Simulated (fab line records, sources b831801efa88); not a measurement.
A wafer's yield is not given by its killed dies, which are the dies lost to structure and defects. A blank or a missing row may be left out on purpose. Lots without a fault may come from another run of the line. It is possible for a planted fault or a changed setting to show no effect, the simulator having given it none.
fab line records	flow gf180mcu
record: lots: 11	wafers: 33	last_day: 34
route steps=602 shown MVSD@136 DUAL_GATE@154 PSD@257
lots untouched by any fault: they come from a run of this same line in which no faults occurred
start_h: the number of hours between the record's first day and the start of the first shown wafer of the lot	wait_h: how many hours have passed since the lot's step before this one	" identical to the entry in the row above	L1.1+2: one row covering several wafers at once	- value missing, or start not given	* or withheld: withheld	< > ~ a bound
route shown NAME@n: names a module that has steps shown in the file, with the first one's number in the route	usual: the fault-free wafers' mean and standard deviation	same: alike in all rows	chamber/n: place in a boat	sites: the reading at each site	_std_site: standard deviation of those values	_edge_site: inner sites' mean taken away from outer sites' mean	radius_mm: how far each site lies from the wafer's centre	mask NAME#n: copy n	behind: the tool/chamber that last shaped the wafer	hold: reason for holding the lot/hours on hold/outcome of the hold	device: transistor that didn't switch, given as n, p or np	end of line: tests run on the same wafers once the route is complete	where a step has no rows: the recipe by itself	killed: the dies lost at the first sort to structure and to defects; this is not the yield of the wafer	map: the dies of a wafer, with x for killed, . for not killed, _ for no die there
set.NAME: the setting as run; set.NAME@STEP: as run at that earlier step	model.NAME: the simulator's own value behind a step, which no gauge read
one table for each step of the route and one row for each wafer, over a sample of lots
services: the hour from which a tool's chamber was out of use, counted from the record's first day as start_h (under 0 if before that day), plus the number of hours and why
== steps ==
step: GF_VT_IMPLANT_RS_MEAS_46
recipe: thk_meas_gauge: four-point-probe
usual: MVSD_RS: 456.9/1.1
lot.wafer	tool	chamber	start_h	wait_h	MVSD_RS[ohm/sq]
L704.3	film_metro-02	-	157.49	0.1	455.4
L704.5	"	-	"	"	457.0
L704.6	"	-	"	"	455.5
L705.1	film_metro-03	-	165.30	0.1	456.0
L705.5	"	-	"	"	457.2
L705.6	"	-	"	"	456.5
L708.1	film_metro-03	-	187.15	0.1	456.5
L708.2	"	-	"	"	457.9
L708.3	"	-	"	"	456.2
L709.1	film_metro-02	-	190.65	0.1	457.6
L709.4	"	-	"	"	457.4
L709.6	"	-	"	"	456.2
L715.1	film_metro-03	-	235.84	0.1	456.6
L715.3	"	-	"	"	457.4
L715.4	"	-	"	"	456.5
L719.2	film_metro-02	-	268.11	0.1	459.0
L719.4	"	-	"	"	459.5
L719.6	"	-	"	"	459.6
L722.1	film_metro-02	-	286.69	0.1	457.6
L722.3	"	-	"	"	457.7
L722.6	"	-	"	"	457.4
L723.3	film_metro-03	-	293.73	0.1	455.7
L723.5	"	-	"	"	456.3
L723.6	"	-	"	"	455.1
L724.1	film_metro-03	-	294.29	0.1	455.8
L724.2	"	-	"	"	455.7
L724.6	"	-	"	"	455.7
L726.3	film_metro-02	-	310.34	0.1	458.8
L726.5	"	-	"	"	458.3
L726.6	"	-	"	"	458.6
L727.1	film_metro-01	-	315.79	0.1	456.8
L727.4	"	-	"	"	456.6
L727.6	"	-	"	"	457.3
step: GF_DUAL_GATE_STRIP_13
recipe: chemistry: O2/N2	power_w: 1400	pressure_mtorr: 1500	platen_temp_c: 250	o2_flow_sccm: 3000	n2_flow_sccm: 300	overash_fraction: 0.5
usual: drypump_motor_current_A: 5.52/0.27	heater_power_w: 357/41	oes_product_au: 0.716/0.0049	strip_time_to_endpoint_s: 12.62/0.031
same: overash_fraction: 0.5
lot.wafer	tool	chamber	start_h	wait_h	drypump_motor_current_A	heater_power_w	oes_product_au	rf_hours_counter_h	strip_time_to_endpoint_s
L704.3	plasma_asher-02	0	175.83	0.0	5.60	356	0.725	-	12.62
L704.5	"	0	"	"	5.61	353	0.716	-	12.57
L704.6	"	1	"	"	5.52	260	0.717	-	12.58
L705.1	plasma_asher-04	1	184.41	0.0	5.91	375	0.715	53	12.60
L705.5	"	0	"	"	5.47	360	0.715	-	12.60
L705.6	"	1	"	"	5.92	376	0.715	-	12.64
L708.1	plasma_asher-01	1	206.37	0.0	5.10	418	0.715	9	12.68
L708.2	"	0	"	"	5.58	323	0.712	9	12.67
L708.3	"	1	"	"	5.10	417	0.715	-	12.64
L709.1	plasma_asher-04	0	210.13	0.0	5.47	356	0.713	55	12.62
L709.4	"	0	"	"	5.45	355	0.712	-	12.59
L709.6	"	1	"	"	5.93	370	0.714	-	12.58
L715.1	plasma_asher-02	0	257.07	0.0	5.57	363	0.720	59	12.63
L715.3	"	0	"	"	5.54	353	0.707	-	12.63
L715.4	"	1	"	"	5.51	259	0.718	-	12.60
L719.2	plasma_asher-04	1	289.75	0.0	5.89	366	0.713	64	12.63
L719.4	"	1	"	"	5.93	377	0.717	-	12.62
L719.6	"	1	"	"	5.92	369	0.716	-	12.57
L722.1	plasma_asher-04	0	309.17	0.0	5.47	356	0.710	66	12.66
L722.3	"	0	"	"	5.46	374	0.722	-	12.63
L722.6	"	0	"	"	5.47	380	0.711	-	12.64
L723.3	plasma_asher-01	0	316.31	0.0	5.58	319	0.720	-	12.61
L723.5	"	1	"	"	5.06	408	0.715	-	12.61
L723.6	"	0	"	"	5.57	326	0.709	-	12.64
L724.1	plasma_asher-04	0	317.16	0.0	5.44	365	0.722	66	12.65
L724.2	"	1	"	"	5.93	363	0.713	66	12.55
L724.6	"	1	"	"	5.94	375	0.710	-	12.64
L726.3	plasma_asher-04	1	337.70	0.0	5.91	366	0.715	-	12.59
L726.5	"	1	"	"	5.93	366	0.715	-	12.58
L726.6	"	0	"	"	5.48	358	0.712	-	12.61
L727.1	plasma_asher-01	0	341.72	0.0	5.58	320	0.716	21	12.60
L727.4	"	1	"	"	5.11	426	0.719	-	12.59
L727.6	"	0	"	"	5.62	331	0.712	-	12.62
step: GF_PSD_IMPLANT_09
recipe: species: BF2	energy_kev: 40	dose_cm2: 1.5e+15	tilt_deg: 7
usual: dose_ions_cm2: 1.5e+15/1.7e+12	faraday_current_uA: 8254/170
same: implant_ion_amu: 49
lot.wafer	tool	chamber	start_h	wait_h	dose_ions_cm2	faraday_current_uA
L704.3	implanter-04	0	317.35	0.1	1.5007e+15	8353
L704.5	"	0	"	"	1.5002e+15	8193
L704.6	"	0	"	"	1.5026e+15	8134
L705.1	implanter-01	0	325.14	0.0	1.501e+15	8179
L705.5	"	0	"	"	1.5043e+15	8274
L705.6	"	0	"	"	1.501e+15	8274
L708.1	implanter-01	0	352.76	0.0	1.5017e+15	8320
L708.2	"	0	"	"	1.501e+15	8045
L708.3	"	0	"	"	1.4999e+15	8441
L709.1	implanter-03	0	359.10	0.0	1.5006e+15	8079
L709.4	"	0	"	"	1.4992e+15	8459
L709.6	"	0	"	"	1.5003e+15	8094
L715.1	implanter-04	0	416.66	0.0	1.411e+15	7554
L715.3	"	0	"	"	1.4094e+15	7747
L715.4	"	0	"	"	1.4125e+15	7997
L719.2	implanter-04	0	457.83	0.0	1.4112e+15	7759
L719.4	"	0	"	"	1.4102e+15	7489
L719.6	"	0	"	"	1.4117e+15	7784
L722.1	implanter-01	0	480.80	0.0	1.5003e+15	8356
L722.3	"	0	"	"	1.5019e+15	7956
L722.6	"	0	"	"	1.4999e+15	8158
L724.1	implanter-03	0	490.68	0.0	1.5004e+15	8076
L724.2	"	0	"	"	1.5e+15	8113
L724.6	"	0	"	"	1.4983e+15	8314
L723.3	implanter-03	0	493.85	0.1	1.5019e+15	8586
L723.5	"	0	"	"	1.4979e+15	8114
L723.6	"	0	"	"	1.4994e+15	7854
L726.3	implanter-03	0	510.98	0.1	1.4978e+15	8476
L726.5	"	0	"	"	1.4984e+15	8371
L726.6	"	0	"	"	1.4994e+15	8228
L727.1	implanter-04	0	515.96	0.0	1.4988e+15	7959
L727.4	"	0	"	"	1.5011e+15	8100
L727.6	"	0	"	"	1.4982e+15	8408
step: GF_PSD_STRIP_10
recipe: chemistry: O2/N2	power_w: 1400	pressure_mtorr: 1500	platen_temp_c: 250	o2_flow_sccm: 3000	n2_flow_sccm: 300	overash_fraction: 0.5
usual: drypump_motor_current_A: 5.52/0.25	heater_power_w: 347/48	oes_product_au: 0.592/0.0046	strip_time_to_endpoint_s: 16.513/0.028
same: overash_fraction: 0.5
lot.wafer	tool	chamber	start_h	wait_h	drypump_motor_current_A	heater_power_w	oes_product_au	rf_hours_counter_h	strip_time_to_endpoint_s
L704.3	plasma_asher-02	1	317.48	0.1	5.53	256	0.586	-	16.513
L704.5	"	1	"	"	5.54	266	0.592	-	16.511
L704.6	"	0	"	"	5.62	361	0.594	-	16.487
L705.1	plasma_asher-01	0	325.29	0.1	5.58	325	0.597	19	16.546
L705.5	"	0	"	"	5.58	334	0.589	-	16.467
L705.6	"	1	"	"	5.07	420	0.591	-	16.497
L708.1	plasma_asher-01	0	352.91	0.1	5.61	319	0.585	22	16.482
L708.2	"	1	"	"	5.08	415	0.595	22	16.512
L708.3	"	0	"	"	5.61	324	0.587	-	16.522
L709.1	plasma_asher-04	0	359.25	0.1	5.47	365	0.586	71	16.485
L709.4	"	0	"	"	5.47	350	0.590	-	16.472
L709.6	"	0	"	"	5.48	356	0.591	-	16.464
L715.1	plasma_asher-04	0	416.81	0.1	5.46	349	0.598	77	16.329
L715.3	"	0	"	"	5.45	360	0.595	-	16.348
L715.4	"	1	"	"	5.92	366	0.600	-	16.374
L719.2	plasma_asher-01	1	457.96	0.1	5.09	426	0.595	33	16.347
L719.4	"	0	"	"	5.61	330	0.593	-	16.317
L719.6	"	1	"	"	5.09	424	0.594	-	16.342
L722.1	plasma_asher-02	0	480.95	0.1	5.60	335	0.585	5	16.518
L722.3	"	0	"	"	5.60	327	0.585	-	16.553
L722.6	"	1	"	"	5.52	256	0.598	-	16.505
L724.1	plasma_asher-01	0	490.83	0.1	5.57	327	0.595	36	16.480
L724.2	"	1	"	"	5.08	418	0.595	36	16.448
L724.6	"	0	"	"	5.58	332	0.586	-	16.456
L723.3	plasma_asher-04	1	493.98	0.1	5.93	371	0.587	-	16.518
L723.5	"	0	"	"	5.49	358	0.592	-	16.495
L723.6	"	1	"	"	5.93	372	0.592	-	16.511
L726.3	plasma_asher-01	1	511.12	0.1	5.08	410	0.593	-	16.526
L726.5	"	0	"	"	5.60	326	0.595	-	16.576
L726.6	"	1	"	"	5.09	421	0.596	-	16.514
L727.1	plasma_asher-01	1	516.11	0.1	5.07	421	0.598	39	16.527
L727.4	"	1	"	"	5.07	411	0.589	-	16.506
L727.6	"	0	"	"	5.60	321	0.587	-	16.510
step: GF_PSD_TW_MEAS_11
usual: PSD_TW: 3192/27
lot.wafer	tool	chamber	start_h	wait_h	PSD_TW
L704.3	film_metro-04	-	317.57	0.1	3206
L704.5	"	-	"	"	3190
L704.6	"	-	"	"	3189
L705.1	film_metro-01	-	325.39	0.1	3197
L705.5	"	-	"	"	3188
L705.6	"	-	"	"	3197
L708.1	film_metro-04	-	353.01	0.1	3214
L708.2	"	-	"	"	3196
L708.3	"	-	"	"	3206
L709.1	film_metro-03	-	359.35	0.1	3195
L709.4	"	-	"	"	3203
L709.6	"	-	"	"	3211
L715.1	film_metro-04	-	416.91	0.1	3111
L715.3	"	-	"	"	3128
L715.4	"	-	"	"	3128
L719.2	film_metro-01	-	458.07	0.1	3184
L719.4	"	-	"	"	3166
L719.6	"	-	"	"	3178
L722.1	film_metro-04	-	481.05	0.1	3174
L722.3	"	-	"	"	3174
L722.6	"	-	"	"	3171
L724.1	film_metro-03	-	490.93	0.1	3209
L724.2	"	-	"	"	3212
L724.6	"	-	"	"	3195
L723.3	film_metro-04	-	494.07	0.1	3180
L723.5	"	-	"	"	3174
L723.6	"	-	"	"	3167
L726.3	film_metro-04	-	511.20	0.1	3137
L726.5	"	-	"	"	3131
L726.6	"	-	"	"	3124
L727.1	film_metro-03	-	516.21	0.1	3221
L727.4	"	-	"	"	3210
L727.6	"	-	"	"	3208
step: GF_PSD_RS_MEAS_15
recipe: thk_meas_gauge: four-point-probe
usual: PSD_RS: 108.61/0.28
lot.wafer	tool	chamber	start_h	wait_h	PSD_RS[ohm/sq]
L704.3	film_metro-04	-	317.91	0.1	109.16
L704.5	"	-	"	"	108.72
L704.6	"	-	"	"	108.55
L705.1	film_metro-03	-	325.71	0.1	108.70
L705.5	"	-	"	"	108.90
L705.6	"	-	"	"	108.62
L708.1	film_metro-04	-	353.33	0.1	108.13
L708.2	"	-	"	"	108.24
L708.3	"	-	"	"	108.25
L709.1	film_metro-04	-	359.66	0.1	108.91
L709.4	"	-	"	"	108.66
L709.6	"	-	"	"	109.11
L715.1	film_metro-01	-	417.22	0.1	110.22
L715.3	"	-	"	"	110.10
L715.4	"	-	"	"	110.19
L719.2	film_metro-01	-	458.39	0.1	110.61
L719.4	"	-	"	"	110.75
L719.6	"	-	"	"	110.37
L722.1	film_metro-01	-	481.36	0.1	108.81
L722.3	"	-	"	"	108.19
L722.6	"	-	"	"	108.55
L724.1	film_metro-01	-	491.25	0.1	108.71
L724.2	"	-	"	"	108.95
L724.6	"	-	"	"	108.95
L723.3	film_metro-03	-	494.40	0.1	108.78
L723.5	"	-	"	"	108.71
L723.6	"	-	"	"	108.98
L726.3	film_metro-01	-	511.54	0.1	108.83
L726.5	"	-	"	"	108.62
L726.6	"	-	"	"	108.94
L727.1	film_metro-04	-	516.52	0.1	108.82
L727.4	"	-	"	"	108.97
L727.6	"	-	"	"	108.94
== services ==
tool	chamber	start_h	hours	kind
implanter-03	-	162.29	0.7	repair
implanter-04	-	207.21	4.0	pm
implanter-04	-	222.26	1.4	repair
implanter-03	-	241.17	6.7	repair
implanter-04	-	255.36	1.5	repair
plasma_asher-01	-	255.60	0.8	repair
implanter-04	-	263.79	0.6	repair
plasma_asher-01	-	267.40	14.6	pm
implanter-03	-	274.88	2.3	repair
implanter-01	-	278.70	2.4	pm
plasma_asher-01	-	286.07	1.9	repair
plasma_asher-04	-	296.57	4.1	repair
implanter-03	-	300.45	1.8	repair
implanter-03	-	314.56	14.8	repair
implanter-03	-	409.56	2.8	pm
plasma_asher-02	-	421.25	9.0	pm
plasma_asher-02	0	421.25	9.0	vent_cycle
plasma_asher-02	1	421.25	9.0	vent_cycle
implanter-01	-	425.90	1.1	repair
plasma_asher-02	0	430.25	-	clean
plasma_asher-02	1	430.25	-	clean
plasma_asher-04	-	463.26	1.0	repair
implanter-01	-	465.17	2.1	repair
== key ==
first_sign: step: GF_PSD_IMPLANT_09	reading: dose_ions_cm2	direction: down	sigmas: 53	usual: 1.5e+15	struck: 1.411e+15
effect: step: GF_PSD_IMPLANT_09	reading: faraday_current_uA	direction: down	sigmas: 3.2	usual: 8254	struck: 7722
effect: step: GF_PSD_STRIP_10	reading: strip_time_to_endpoint_s	direction: down	sigmas: 6.1	usual: *	struck: *
effect: step: GF_PSD_TW_MEAS_11	reading: PSD_TW	direction: down	sigmas: 1.6	usual: 3192	struck: 3149
effect: step: GF_PSD_RS_MEAS_15	reading: PSD_RS	direction: up	sigmas: 6.4	usual: 108.61	struck: 110.37
met_at GF_PSD_IMPLANT_09
struck_lots L715,L719
tester_left_out L715,L719
not_acting_at GF_VT_IMPLANT_RS_MEAS_46,GF_DUAL_GATE_STRIP_13,GF_PSD_TW_MEAS_11
onset_between 317.35 416.66
fault: kind: process_parameter_drift	tool: implanter-04	chamber: -	onset_h: 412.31	steps: GF_PSD_IMPLANT_09	channel: dose_cm2	offset: -8.7999e+13	shape: step	end_h: 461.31	acts_in: these_recipes_only	stated: 1.5e+15
tester_left_out: of these lots the tester's yield and bins aren't shown, on N5 and GAA mostly nor the transistor test; their killed dies are dies lost to structure and defects alone, not to doping, threshold or leakage, so they don't give the yield
